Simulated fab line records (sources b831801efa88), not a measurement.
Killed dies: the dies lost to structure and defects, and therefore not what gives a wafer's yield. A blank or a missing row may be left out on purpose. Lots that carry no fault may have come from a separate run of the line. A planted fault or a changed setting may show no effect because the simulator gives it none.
Problem report, 8D (eight disciplines) form, completed by code    flow sky130    the parts of the form that need people (team, actions taken, sign-off) are left out

== 1. WHAT WENT WRONG ==
Wafers without a fault read 259.91, standard deviation 0.23; exposure dose mJ cm2 at SKY_PASSIVATION_EXPOSE_08 reads a mean of 291.58 on 9 wafers belonging to 3 lots. That is +99 or more standard deviations from the usual mean.
The step: exposes mask NSM, target cd 3000 nm.
Seen first at day 46 10:50 on iline stepper-02, wafer L877.1. At this step, 21 wafers from 7 lots have a number in the record. Rule for "out" (also "out of limits"): further than 4 standard deviations from the usual mean. All remaining wafers that have a number are taken as sound.

== 2. WHAT THIS IS AND IS NOT ==
question                     is                      is not
which readings at this step  exposure dose mJ cm2    -
which lots                   L876, L877, L879        L869, L871, L887, L890
which wafers of those lots   all that have a number  -
read on which tools          iline stepper-02        iline stepper-01
when                         from day 46 10:50       up to then (6 sound wafers); but 6 sound wafers of L887, L890 came after

== 3. WHAT RULES OUT EACH SUSPECT ==
Counting: a tool at a process step up to the reading stays a suspect if it ran every lot that is out and no sound lot after the first of them.
- iline stepper-02 at SKY_PASSIVATION_EXPOSE_08 (exposes mask NSM, target cd 3000 nm): kept. All lots that are out passed through it, beginning with L877 at day 46 10:50, and no sound lot followed; its final sound lot before that point was L871 at day 45 04:48. Its own exposure dose mJ cm2 readings are out on those wafers.
Remaining after the count: iline stepper-02 at SKY_PASSIVATION_EXPOSE_08.

== 4. THE CAUSE (what the simulator had put in) ==
Drift in process parameters on iline stepper-02 at SKY_PASSIVATION_EXPOSE_08, starting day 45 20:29. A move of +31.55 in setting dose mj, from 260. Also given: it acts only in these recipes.
This tool alone remained once counting was done.

== 5. THE EFFECT CHAIN, in route order ==
Each row: a reading whose mean over the struck wafers that have a number lies more than 3 standard deviations from the usual. Only readings whose record carries a usual standard deviation are examined. hours: median over the lots of the time between each lot's start at the first step of this table that gives one and its start at this step. sigmas: the change, counted in usual standard deviations.
hours  step                       reading               usual   on struck wafers  change  sigmas
0      SKY_PASSIVATION_EXPOSE_08  exposure dose mJ cm2  259.91  291.58            +31.67  +99 or more
Its process steps:
- SKY_PASSIVATION_EXPOSE_08: exposes mask NSM, target cd 3000 nm.

== 6. WHAT WOULD HAVE CAUGHT IT SOONER ==
14 hours passed between the start of the fault at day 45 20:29 and the first reading out of limits in this record, taken at day 46 10:50.
